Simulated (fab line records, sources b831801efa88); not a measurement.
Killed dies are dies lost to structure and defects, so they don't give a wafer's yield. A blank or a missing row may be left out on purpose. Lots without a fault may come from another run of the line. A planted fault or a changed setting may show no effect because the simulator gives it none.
Which tool did it? | flow gf180mcu | 13 lots, 39 wafers sampled, at 5 steps of a route of 602

WHAT THE GAUGES READ, wafer by wafer
GF_M3_CD_MEAS_14: target cd 280 nm. Usual: cd_nm 280.2 nm, standard deviation 1.3.
lot  | measured     | on        | cd_nm (nm)        | flag
L709 | day 23 02:33 | cd_sem-01 | 280.2 278.5 280.5 |
L710 | day 23 06:06 | cd_sem-01 | 282.4 281.4 280.5 |
L712 | day 23 19:26 | cd_sem-02 | 280.2 280.9 281.2 |
L711 | day 23 23:33 | cd_sem-01 | 280.5 280.7 281.2 |
L716 | day 25 04:14 | cd_sem-01 | 282.5 281.4 281.4 |
L717 | day 25 14:56 | cd_sem-02 | 281.9 281.5 257.6 | OFF
L718 | day 25 21:32 | cd_sem-01 | 257.3 282.6 256.5 | OFF
L720 | day 26 10:01 | cd_sem-01 | 279.1 280.5 278.4 |
L722 | day 27 05:39 | cd_sem-01 | 278.9 279.3 279.4 |
L723 | day 27 09:28 | cd_sem-02 | 279.5 278.8 278.3 |
L724 | day 27 16:02 | cd_sem-02 | 279.1 280.3 279.4 |
L729 | day 29 00:59 | cd_sem-01 | 282.4 282.2 281.2 |
L730 | day 29 05:15 | cd_sem-02 | 279.7 279.3 278.4 |

GF_V3_THK_MEAS_01. Usual: V3_CVD_00_THK 606 nm, standard deviation 5.
lot  | measured     | on            | V3_CVD_00_THK (nm) | flag
L709 | day 23 03:25 | film_metro-01 | 615 608 607        |
L710 | day 23 06:59 | film_metro-04 | 613 603 608        |
L712 | day 23 20:20 | film_metro-04 | 607 606 607        |
L711 | day 24 00:26 | film_metro-03 | 613 601 611        |
L716 | day 25 05:21 | film_metro-03 | 605 599 602        |
L717 | day 25 15:52 | film_metro-01 | 606 608 604        |
L718 | day 25 22:26 | film_metro-01 | 615 610 610        |
L720 | day 26 10:53 | film_metro-04 | 606 603 605        |
L722 | day 27 06:32 | film_metro-04 | 605 608 602        |
L723 | day 27 10:20 | film_metro-04 | 599 605 599        |
L724 | day 27 17:05 | film_metro-04 | 609 611 609        |
L729 | day 29 01:53 | film_metro-01 | 608 607 608        |
L730 | day 29 06:08 | film_metro-04 | 608 605 602        |

WHICH TOOL RAN EACH LOT (tool, then ch and the chambers of the sampled wafers, then the start)
lot  | GF_V2_CMP_04                  | GF_V2_SPUTTER_22             | GF_M3_EXPOSE_11
L709 | cmp-01 ch 0,1,3, day 21 01:01 | pvd_sputter-04, day 22 01:46 | krf_scanner-02 ch 0, day 22 14:04
L710 | cmp-01 ch 1,2,3, day 21 04:38 | pvd_sputter-02, day 22 06:08 | krf_scanner-01 ch 0, day 22 18:55
L712 | cmp-02 ch 1,2,3, day 21 19:07 | pvd_sputter-02, day 22 19:55 | krf_scanner-01 ch 0, day 23 08:14
L711 | cmp-01 ch 1,2,3, day 21 21:43 | pvd_sputter-04, day 22 23:14 | krf_scanner-02 ch 0, day 23 11:55
L716 | cmp-01 ch 0,1,2, day 23 04:55 | pvd_sputter-02, day 24 05:09 | krf_scanner-02 ch 0, day 24 17:26
L717 | cmp-02 ch 0,1,3, day 23 17:34 | pvd_sputter-04, day 24 16:40 | krf_scanner-01 ch 0, day 25 04:57
L718 | cmp-01 ch 1,2,3, day 23 23:17 | pvd_sputter-04, day 24 22:56 | krf_scanner-01 ch 0, day 25 10:38
L720 | cmp-01 ch 1,2,3, day 24 12:55 | pvd_sputter-01, day 25 11:49 | krf_scanner-02 ch 0, day 26 00:02
L722 | cmp-01 ch 1,2, day 25 08:41   | pvd_sputter-01, day 26 07:34 | krf_scanner-02 ch 0, day 26 19:14
L723 | cmp-01 ch 0,1, day 25 12:55   | pvd_sputter-04, day 26 12:01 | krf_scanner-02 ch 0, day 26 23:33
L724 | cmp-01 ch 2,3, day 25 19:37   | pvd_sputter-02, day 26 18:14 | krf_scanner-02 ch 0, day 27 05:44
L729 | cmp-01 ch 1,2, day 27 07:00   | pvd_sputter-02, day 28 03:58 | krf_scanner-01 ch 0, day 28 15:21
L730 | cmp-01 ch 0,1, day 27 10:31   | pvd_sputter-01, day 28 08:22 | krf_scanner-02 ch 0, day 28 19:46
- GF_V2_CMP_04: polishes SiO2.
- GF_V2_SPUTTER_22: material TiN, target thk 10 nm, time 40 s.
- GF_M3_EXPOSE_11: exposes mask Metal3, target cd 280 nm.

WHAT THE TOOLS THEMSELVES READ (means of the sampled wafers that have a number; where no wafer has one, the mark that the record gives instead)
GF_V2_CMP_04. Usual: motor_current_A 12.1 A, standard deviation 1.3; time_to_endpoint_s 80 s, standard deviation 4.7.
lot  | tool   | motor_current_A (A) | time_to_endpoint_s (s) | flag
L709 | cmp-01 | 12.2                | 90                     |
L710 | cmp-01 | 11.1                | 77                     |
L712 | cmp-02 | 13.5                | 83                     |
L711 | cmp-01 | 11.5                | 88                     |
L716 | cmp-01 | 11.2                | 75                     |
L717 | cmp-02 | 13.4                | 81                     |
L718 | cmp-01 | 11.4                | 82                     |
L720 | cmp-01 | 11.2                | 76                     |
L722 | cmp-01 | 11.1                | 78                     |
L723 | cmp-01 | 12.1                | 87                     |
L724 | cmp-01 | 11.3                | 79                     |
L729 | cmp-01 | 11.2                | 80                     |
L730 | cmp-01 | 12.0                | 72                     |

GF_V2_SPUTTER_22. Usual: chamber_pressure_pa 4.998 Pa, standard deviation 0.01; throttle_valve_pct 30.3 %, standard deviation 0.94.
lot  | tool           | chamber_pressure_pa (Pa) | throttle_valve_pct (%) | flag
L709 | pvd_sputter-04 | 4.999                    | 30.3                   |
L710 | pvd_sputter-02 | 5.002                    | 29.8                   |
L712 | pvd_sputter-02 | 4.998                    | 30.3                   |
L711 | pvd_sputter-04 | 5.006                    | 31.6                   |
L716 | pvd_sputter-02 | 4.993                    | 29.5                   |
L717 | pvd_sputter-04 | 5.000                    | 29.3                   |
L718 | pvd_sputter-04 | 4.998                    | 30.4                   |
L720 | pvd_sputter-01 | 4.997                    | 30.0                   |
L722 | pvd_sputter-01 | 5.002                    | 30.5                   |
L723 | pvd_sputter-04 | 5.002                    | 30.3                   |
L724 | pvd_sputter-02 | 4.991                    | 29.7                   |
L729 | pvd_sputter-02 | 5.001                    | 30.0                   |
L730 | pvd_sputter-01 | 4.998                    | 30.4                   |

THE ANSWER, worked out from the rows above alone
Rule: a lot is off if the mean of its wafers that have a number lies more than 3 standard deviations from the usual mean. A lot without any number at a reading at which 4 lots or more have one is off too. The other lots that the step has rows for count as sound. The gauges are gone through in route order, then the tools' own readings, and for those a lot's mean is taken as printed above. The first step at which some lot is off is used, and at that step the reading that is off furthest; a lot without a number counts as furthest.
Off: L717, L718, at GF_M3_CD_MEAS_14 (cd_nm).
A tool fits if, at a process step before that reading, it ran every lot that is off, and no sound lot after the first of them. The gauges at GF_M3_CD_MEAS_14 are tried like those tools. None of those tried fits.

WHAT THE SIMULATOR HAD PUT IN
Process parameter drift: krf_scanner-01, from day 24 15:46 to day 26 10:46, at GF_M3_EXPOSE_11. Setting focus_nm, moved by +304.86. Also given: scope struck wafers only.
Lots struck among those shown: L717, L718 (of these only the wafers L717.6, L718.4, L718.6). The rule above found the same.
